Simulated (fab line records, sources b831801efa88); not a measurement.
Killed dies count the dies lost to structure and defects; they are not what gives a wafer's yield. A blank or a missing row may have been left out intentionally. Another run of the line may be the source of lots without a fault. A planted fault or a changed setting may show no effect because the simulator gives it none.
8D (eight disciplines) problem report, filled in by code    flow gf180mcu    the parts of the form that need people (team, actions taken, sign-off) are left out

1. WHAT WENT WRONG
Wafers free of any fault read 49.9 nm (standard deviation 0.61) for SAB_CVD_00_THK at GF_SAB_THK_MEAS_01, against a mean of 39.5 nm on 4 wafers of 3 lots. Measured from the usual mean, that is -17 standard deviations.
The first sign was on wafer L467.1 at day 19 01:00, on film_metro-02. The record has a number at this step for 39 wafers belonging to 14 lots. Rule for "out" (also "out of limits"): further than 4 standard deviations from the usual mean. All remaining wafers that have a number are taken as sound.

2. WHAT THIS IS AND IS NOT
question                     is                              is not
which readings at this step  SAB_CVD_00_THK                  -
which lots                   L467, L468, L471                L454, L455, L457, L458, L459, L460, L461, L462, L463, L465, L477
which wafers of those lots   L467.1, L467.3, L468.1, L471.1  L468.5, L471.2
read on which gauges         film_metro-02                   film_metro-01, film_metro-04
when                         from day 19 01:00               up to then (30 sound wafers); but 5 sound wafers of L468, L471, L477 came after

3. WHAT RULES OUT EACH SUSPECT
Counting: if a tool at a process step up to the reading ran every lot that is out, it stays a suspect. Sound lots after the first of them don't rule it out here, since some wafers of a struck lot are sound.
- the gauge at GF_SAB_THK_MEAS_01: kept. All the wafers that are out were read on film_metro-02, and no step on other tools shows them out.
- pecvd-02 at GF_SAB_CVD_00 (deposits SiO2 from TEOS, target thk 50 nm, time 4.9302 s): kept. Every lot that is out went through it, the first being L467 (day 19 00:59); the last sound lot it ran before that was L465 (day 18 12:32).
Remaining after the count are pecvd-02 at GF_SAB_CVD_00 and film_metro-02 at GF_SAB_THK_MEAS_01.

4. THE CAUSE (what the simulator had put in)
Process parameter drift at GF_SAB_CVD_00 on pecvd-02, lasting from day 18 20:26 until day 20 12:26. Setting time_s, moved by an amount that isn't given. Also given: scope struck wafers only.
After counting, 2 suspects remain, this tool included.

5. SEQUENCE OF EFFECTS, ordered by route
One row per reading whose mean, taken over the struck wafers that have a number, lies over 3 standard deviations from the usual. Scope: only readings with a usual standard deviation given in the record; hours: median across lots of the time from each lot's start at the first step in this table that gives one to its start at this step; sigmas: change in usual standard deviations.
hours  step                reading         usual    on struck wafers  change  sigmas
0      GF_SAB_THK_MEAS_01  SAB_CVD_00_THK  49.9 nm  39.5              -10.4   -17

6. HOW IT WOULD HAVE BEEN CAUGHT EARLIER
5 hours passed between the start of the fault at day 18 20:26 and the first reading out of limits at a measuring or inspecting step in this record, taken at day 19 01:00.
Tool readings at GF_SAB_CVD_00 with a usual standard deviation given in the record: none out on any struck wafer, hence no alarm at a limit of 4 standard deviations on them.
Lots out: 3; of these, L468, L471 started GF_SAB_CVD_00 on pecvd-02 after day 19 01:00. A hold on the tool at that time would have spared those 2.
